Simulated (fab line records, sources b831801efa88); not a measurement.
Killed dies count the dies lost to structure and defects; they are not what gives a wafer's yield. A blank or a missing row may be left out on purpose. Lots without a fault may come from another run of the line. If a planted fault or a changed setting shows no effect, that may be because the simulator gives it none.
Split-lot study -- flow gf180mcu -- 5 lots, 23 wafers read, on a route of 602 steps

## ABOUT THE SPLIT
At GF_POLY_GATE_CVD_00 (deposits poly-Si, target thk 200 nm, time 1200 s), the setting time_s was moved away from the recipe's 1200 s on 15 of the 23 wafers read, by -9.3% to +12.5%. The other wafers ran this setting at the recipe's value.

Between the split and the reading, the file records no step.

## THE READING
Values of POLY_GATE_CVD_00_THK in nm from GF_POLY_GATE_THK_MEAS_01. Fault-free wafers of this fab line usually give 199.1 nm, standard deviation 1.9 nm.

wafer,"tool, chamber at the split","time_s as run, s",against the recipe,"POLY_GATE_CVD_00_THK, nm",against lot-mates on the recipe
L076.1,"lpcvd-02, 0",1200,recipe,199.0,-
L076.4,"lpcvd-02, 0",1200,recipe,198.5,-
L076.5,"lpcvd-02, 0",1200,recipe,199.4,-
L077.1,"-, -",1350,+12.5%,223.5,no lot-mate on the recipe
L077.2,"-, -",1350,+12.5%,223.8,no lot-mate on the recipe
L077.3,"-, -",1350,+12.5%,224.9,no lot-mate on the recipe
L077.5,"-, -",1350,+12.5%,223.9,no lot-mate on the recipe
L077.6,"-, -",1350,+12.5%,224.7,no lot-mate on the recipe
L081.1,"-, -",1105,-7.9%,179.4,no lot-mate on the recipe
L081.2,"-, -",1105,-7.9%,180.6,no lot-mate on the recipe
L081.4,"-, -",1105,-7.9%,180.0,no lot-mate on the recipe
L081.5,"-, -",1105,-7.9%,178.5,no lot-mate on the recipe
L081.6,"-, -",1105,-7.9%,180.5,no lot-mate on the recipe
L082.1,"-, -",1200,recipe,199.4,-
L082.2,"-, -",1200,recipe,200.8,-
L082.3,"-, -",1200,recipe,201.2,-
L082.4,"-, -",1200,recipe,199.7,-
L082.5,"-, -",1200,recipe,201.8,-
L083.1,"-, -",1089,-9.3%,178.6,no lot-mate on the recipe
L083.2,"-, -",1089,-9.3%,179.0,no lot-mate on the recipe
L083.3,"-, -",1089,-9.3%,177.4,no lot-mate on the recipe
L083.4,"-, -",1089,-9.3%,178.5,no lot-mate on the recipe
L083.6,"-, -",1089,-9.3%,177.1,no lot-mate on the recipe

THE FIT
A straight line over all 23 wafers: POLY_GATE_CVD_00_THK changes by +2.16 nm for each +1% of time_s; r = +1.00; the points scatter about the line by 1.6 nm.
Too few moved wafers with a lot-mate on the recipe to fit a line net of each lot's own level.

## THE WHOLE CHAIN: every reading that the file lists as answering this split, in the file's order
step,what it does,reading,change (the file's fit),r (the file's)
GF_POLY_GATE_CVD_00,"deposits poly-Si, target thk 200 nm, time 1200 s","poly-Si_of_POLY_GATE_CVD_00.thk_nm (the simulator's own value, which no gauge read)",+2.15 nm for each +1% of the setting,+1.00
GF_POLY_GATE_THK_MEAS_01,,POLY_GATE_CVD_00_THK,+2.15 for each +1% of the setting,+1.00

## THE FILE'S OWN FIT
POLY_GATE_CVD_00_THK changes by +2.15 nm for each +1% of time_s, r = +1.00.
